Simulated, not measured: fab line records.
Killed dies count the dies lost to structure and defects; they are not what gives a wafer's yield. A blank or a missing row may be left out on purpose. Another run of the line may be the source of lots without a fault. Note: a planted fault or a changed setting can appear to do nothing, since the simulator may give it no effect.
2 desks, one fault	flow sky130	each desk holds nothing but its own numbers, with what lay behind them at the end

## FROM THE METROLOGY DESK
What the gauges read, lot by lot, whatever tool the lot ran on: means of the sampled wafers that have a number. If a lot's mean is further than 4 standard deviations from the usual mean, the lot is out of limits and carries the mark OUT (the distance appears in the brackets).
Columns: A = CAPM_TIN_RS at SKY_CAPM_RS_MEAS_03, usual 6.90 ohm/sq; B = CAPM_TIN_THK at SKY_CAPM_THK_MEAS_04, usual 203.5 nm
lot	first seen here	A	B
L845	day 38 17:22	6.68 (-4.2) OUT	212.1 (+4.1) OUT
L847	day 38 21:16	6.60 (-5.8) OUT	211.5
L858	day 42 10:21	6.93	204.3
L861	day 42 20:32	6.87	206.5
This desk finds L845, L847 out of limits, with the earliest case on L845 at day 38 17:22 (CAPM_TIN_RS at SKY_CAPM_RS_MEAS_03). In limits: L858, L861.

## FOR THE TOOL OWNER'S DESK: pvdSputter-02
At SKY_CAPM_SPUTTER_02 (material TiN, target thk 200 nm, time 166.7 s) the tool's own readings: per lot run on this tool, the mean of the sampled wafers that have a number. If a lot's mean is further than 4 standard deviations from the usual mean, the lot is out of limits and carries the mark OUT (the distance appears in the brackets).
Columns: A = throttleValvePct at SKY_CAPM_SPUTTER_02, usual 30.8 %
lot	first seen here	A
L845	day 38 17:14	31.2
L847	day 38 21:05	31.2
L861	day 42 20:24	30.6
This desk's finding: nothing out of limits on any of the 3 lots.

## BROUGHT TOGETHER
An alarm was possible from the metrology desk at day 38 17:22, on L845, L847.
The tool owner's desk saw nothing out of limits.
Tool owner's desk: L845, L847 on record, inside its limits.
All the named lots went through SKY_CAPM_SPUTTER_02 on pvdSputter-02.

## WHAT WAS PUT IN BY THE SIMULATOR
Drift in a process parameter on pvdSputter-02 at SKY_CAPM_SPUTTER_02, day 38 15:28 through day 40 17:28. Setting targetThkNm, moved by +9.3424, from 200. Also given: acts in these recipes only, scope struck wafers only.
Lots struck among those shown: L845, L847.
Delay in hours, fault start to first out-of-limits reading, per desk: metrology desk 2.
